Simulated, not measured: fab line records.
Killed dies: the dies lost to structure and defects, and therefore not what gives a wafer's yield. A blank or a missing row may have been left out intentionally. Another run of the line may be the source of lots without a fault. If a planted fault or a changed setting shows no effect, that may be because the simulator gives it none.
The same fault as seen by 2 desks | flow gf180mcu | numbers are kept per desk, each desk with only its own; the story behind them comes last

THE METROLOGY DESK
What the gauges read, lot by lot, whatever tool the lot ran on: means of the sampled wafers that have a number. Any lot whose mean is over 4 standard deviations away from the usual mean is out of limits and marked OUT; that distance is given in the brackets.
Columns: A = cdNm at GF_HV_LDD_CD_MEAS_46, usual 400.0 nm; B = cdNm at GF_PSD_CD_MEAS_07, usual 400.3 nm; C = CONTACT_CVD_00_THK at GF_CONTACT_THK_MEAS_01, usual 301 nm
lot  | first seen here | A     | B     | C
L158 | day 13 06:55    | 397.6 | 402.0 | 301
L159 | day 13 15:56    | 399.6 | 399.6 | 296
L163 | day 15 01:37    | 399.2 | 399.5 | 455 (+51) OUT
L164 | day 15 09:52    | 401.0 | 404.3 | 454 (+51) OUT
L165 | day 15 22:01    | 402.3 | 399.2 | 297
L166 | day 15 22:44    | 398.8 | 399.0 | 453 (+51) OUT
L170 | day 17 09:54    | 396.2 | 399.7 | 304
L171 | day 17 20:17    | 399.6 | 400.6 | 302
L173 | day 18 13:55    | 403.2 | 402.4 | 297
L174 | day 18 17:23    | 401.1 | 396.4 | 303
L175 | day 19 02:37    | 400.7 | 401.0 | 298
L176 | day 19 09:56    | 400.6 | 402.1 | 301
L178 | day 19 23:49    | 400.0 | 399.8 | 298
This desk's result: L163, L164, L166 out of limits, first on L163 (CONTACT_CVD_00_THK at GF_CONTACT_THK_MEAS_01), day 18 03:40. In limits: L158, L159, L165, L170, L171, L173, L174, L175, L176, L178.

THE TOOL OWNER'S DESK: hdpcvd-01
The tool's own readings at GF_CONTACT_CVD_00 (deposits SiO2, target thk 300 nm, time 50 s): means of the sampled wafers that have a number, for each lot that ran on this tool. Any lot whose mean is over 4 standard deviations away from the usual mean is out of limits and marked OUT; that distance is given in the brackets.
Columns: A = sih4FlowSccm at GF_CONTACT_CVD_00, usual 60.01 sccm
lot  | first seen here | A
L158 | day 16 04:30    | 60.10
L159 | day 16 12:38    | 59.97
L163 | day 18 03:37    | 90.01 (+99 or more) OUT
L164 | day 18 10:54    | 90.26 (+99 or more) OUT
L166 | day 19 02:37    | 89.91 (+99 or more) OUT
L173 | day 21 19:25    | 59.97
L174 | day 22 00:29    | 60.24
L175 | day 22 08:49    | 60.04
L176 | day 22 14:58    | 59.98
L178 | day 23 04:52    | 60.02
This desk's finding: out of limits on L163, L164, L166; first on L163, day 18 03:37 (sih4FlowSccm at GF_CONTACT_CVD_00). In limits: L158, L159, L173, L174, L175, L176, L178.

PUT TOGETHER
The tool owner's desk had the chance to raise an alarm at day 18 03:37 on L163, L164, L166.
On L163, L164, L166, the metrology desk was in a position to raise an alarm at day 18 03:40.
Of the lots named, all ran GF_CONTACT_CVD_00 on hdpcvd-01.

WHAT WAS PUT IN BY THE SIMULATOR
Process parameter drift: hdpcvd-01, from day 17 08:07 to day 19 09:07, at GF_CONTACT_CVD_00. From 60, the setting sih4FlowSccm moved by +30. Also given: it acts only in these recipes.
Lots struck among those shown: L163, L164, L166.
Hours from the fault's start to each desk's first reading out of limits: the tool owner's desk, 19; the metrology desk, 20.
